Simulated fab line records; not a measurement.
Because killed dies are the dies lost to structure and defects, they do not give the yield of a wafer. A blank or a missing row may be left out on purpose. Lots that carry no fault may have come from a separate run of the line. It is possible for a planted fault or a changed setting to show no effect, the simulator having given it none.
A lot that was struck, set against a sound lot || flow sky130 || 15 out of 708 route steps
Sound: wafers L545.3, L545.4, L545.6. Struck: wafer L560.5 (left out: L560.3, L560.6 of the same lot, which were not struck); the cause appears at the end.
At each step with rows: each side's tool, then ch and its chambers, then its first start. Under that, the readings that differ: sound wafers || struck wafers || difference of the means || sigmas: that difference in standard deviations of wafers without a fault.
alike: a reading whose means differ by less than 2 such deviations, as well as words and numbers matching on both sides. not compared: withheld readings; readings where some wafer has no value; bounds like >300 that might hide an equal value; numbers whose values overlap and for which the record gives no deviation.
Wherever a step has rows on one side only, a row that says differs or no value, or a row with sigmas, the two part there. When numbers do not overlap yet have no deviation, they are printed without sigmas and do not part them. A reading missing from all wafers of one side parts the sides only when that side holds two or more wafers.

first, 8 steps without rows for these wafers: SKY_FIELD_ISO_DEHYDRATE_05 (time 60 s); SKY_FIELD_ISO_HMDS_06 (prime time 60 s); SKY_FIELD_ISO_COAT_07 (resist thk 60 nm); SKY_FIELD_ISO_COAT_08 (resist thk 450 nm); SKY_FIELD_ISO_SOFTBAKE_09 (time 90 s); SKY_FIELD_ISO_EXPOSE_10 (exposes mask FOM, target cd 150 nm); SKY_FIELD_ISO_PEB_11; SKY_FIELD_ISO_DEVELOP_12 (develop time 60 s).
SKY_FIELD_ISO_CD_MEAS_13: the cd target is 150 nm.
  struck on cd-sem-01, day 5 12:04; sound on cd-sem-02, day 2 07:40
  alike: cd-nm
SKY_FIELD_ISO_ETCH_14: etches BARC in N2/H2, stops on SiO2, time 45.9 s, target depth 60 nm.
  sound on rie-diel-01 ch 0,1, day 2 07:44; struck on rie-diel-04 ch 3, day 5 12:08
{"reading": "chamber-pressure-mTorr (mTorr)", "sound": "30.009 29.941 29.996", "struck": 30.055, "difference": "+0.073", "sigmas": "+3"}
  alike: drypump-motor-current-A, oes-product-au, run-length-s, throttle-valve-pct
  not compared: rf-hours-counter-h
SKY_FIELD_ISO_ETCH_15: etches the open film in CHF3/O2, stops on Si, target depth 180 nm, time 72 s.
  sound on rie-diel-01 ch 0,1, day 2 07:47; struck on rie-diel-04 ch 3, day 5 12:11
  alike: O2_flow_sccm, chamber-pressure-mTorr, drypump-motor-current-A, oes-product-au, run-length-s, throttle-valve-pct
  not compared: rf-hours-counter-h
SKY_FIELD_ISO_STRIP_16: strips in O2/N2.
  sound on plasma-asher-01 ch 0,1, day 2 07:52; struck on plasma-asher-04 ch 1, day 5 12:16
  alike: chamber-pressure-mTorr, drypump-motor-current-A, oes-product-au, strip-time-to-endpoint-s
  not compared: rf-hours-counter-h
SKY_FIELD_ISO_ETCH_17: etches Si in HBr/Cl2/O2, target depth 342 nm, time 97.7 s.
  sound on rie-si-01 ch 0,2,3, day 2 07:56; struck on rie-si-01 ch 0, day 5 12:20
{"reading": "run-length-s (s)", "sound": "126.0 125.8 125.7", "struck": 129.7, "difference": "+3.9", "sigmas": "+10"}
{"reading": "model.FIELD_ISO.feature-depth-nm (nm)", "sound": "345.1 346.5 342.6", "struck": 356.2, "difference": "+11.5", "sigmas": ""}
{"reading": "model.etch.depth-nm (nm)", "sound": "345.1 346.5 342.6", "struck": 356.2, "difference": "+11.5", "sigmas": ""}
  alike: O2_flow_sccm, chamber-pressure-mTorr, drypump-motor-current-A, oes-product-au, throttle-valve-pct
  not compared: rf-hours-counter-h
then, 1 step without rows for these wafers: SKY_FIELD_ISO_WET_ETCH_18 (etches Si3N4 in H3PO4, target depth 25 nm, time 286 s).
-- here the record skips 44 days between the struck wafers' starts before and after, leaving off in module FIELD_ISO and picking up in module PAD_OPEN (first step shown: number 708 of the route) --
SKY_PAD_OPEN_PROBE_99:
  struck on prober-02, day 49 08:47; sound on prober-01, day 45 17:18
{"reading": "model.etest.res-iso-pwell.rs-ohm-sq", "sound": "3061 3086 2997", "struck": 3398, "difference": "+350", "sigmas": ""}
{"reading": "model.etest.res-iso-pwell.line-ohm-um", "sound": "1157 1154 1139", "struck": 1279, "difference": "+129", "sigmas": ""}
{"reading": "model.etest.cap-poly-to-well.c-af-um2", "sound": "89.71 90.2 92.27", "struck": 86.99, "difference": -3.74, "sigmas": ""}
{"reading": "model.etest.field-n.vt-v (V)", "sound": "36.17 36.35 36.05", "struck": 36.79, "difference": "+0.60", "sigmas": ""}
  alike: killed_at_M0_to_M3, killed_at_M4_up, killed-at-contacts, killed-at-front-end, killed-at-other, killed-dies, killed-open, killed-short
  not compared: model.etest.pfet_16v.r-on-ohm-um, model.etest.field-p.vt-v

WHERE THEY PART
At SKY_FIELD_ISO_ETCH_14 first; at SKY_FIELD_ISO_ETCH_17 last (within this record only). Later steps at which nothing parts them and some readings are alike: SKY_PAD_OPEN_PROBE_99.

WHY: what the simulator had put in
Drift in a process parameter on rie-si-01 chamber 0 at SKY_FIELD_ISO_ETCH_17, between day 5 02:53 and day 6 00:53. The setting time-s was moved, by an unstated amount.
